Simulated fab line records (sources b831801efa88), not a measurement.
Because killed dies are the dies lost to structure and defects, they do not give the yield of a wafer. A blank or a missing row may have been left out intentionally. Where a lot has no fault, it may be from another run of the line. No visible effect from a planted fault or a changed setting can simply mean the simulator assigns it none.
Chamber matching	flow sky130	SKY_LI_CONTACT_HDPCVD_00 on hdpcvd-01: 3 sister chambers
The step deposits PSG, target thk 930 nm, time 155 s. 14 wafers are shown with their chamber, then 7 later ones without.

== EACH WAFER AND ITS CHAMBER ==
wafer	chamber	sih4_flow_sccm (sccm)
L579.1	0	59.95
L579.4	1	59.75
L579.5	1	60.20
L591.1	0	60.33
L591.4	1	59.89
L591.5	2	60.16
L593.3	0	59.88
L593.5	0	60.09
L593.6	1	59.98
L595.1	0	59.86
L595.2	1	60.14
L595.3	2	59.93
L597.1	0	59.81
L597.3	2	59.93

SIGNATURES, as means of the wafers listed above
reading	chamber 0	chamber 1	chamber 2	scatter within a chamber
sih4_flow_sccm	59.9867	59.9920	60.0067	0.18
Rule: a wafer's distance from a chamber is the root of the sum, over the readings, of the square of ((its reading less the chamber's mean) divided by the reading's scatter). The wafer belongs to the nearest chamber; if the next one is less than 2 further off, it can't be placed. The scatter: take each reading less its chamber's mean, square it, sum over the shown wafers, divide by the number of wafers less the number of chambers, and take the root.

== WAFERS MISSING THEIR CHAMBER ==
wafer	sih4_flow_sccm (sccm)
L597.4	60.22
L600.4	60.17
L600.5	59.92
L600.6	59.63
L601.1	60.23
L601.4	60.37
L601.6	60.02

== WHICH CHAMBER EACH WENT THROUGH ==
wafer	from the rows above	in truth
L597.4	can't be placed: 2 or 1 or 0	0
L600.4	can't be placed: 2 or 1 or 0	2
L600.5	can't be placed: 0 or 1 or 2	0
L600.6	can't be placed: 0 or 1 or 2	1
L601.1	can't be placed: 2 or 1 or 0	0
L601.4	can't be placed: 2 or 1 or 0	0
L601.6	can't be placed: 2 or 1 or 0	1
Correct placement for 0 of the 7. From these rows, 7 cannot be placed; in 7 the true chamber is one of the candidates. 0 placed wrongly.
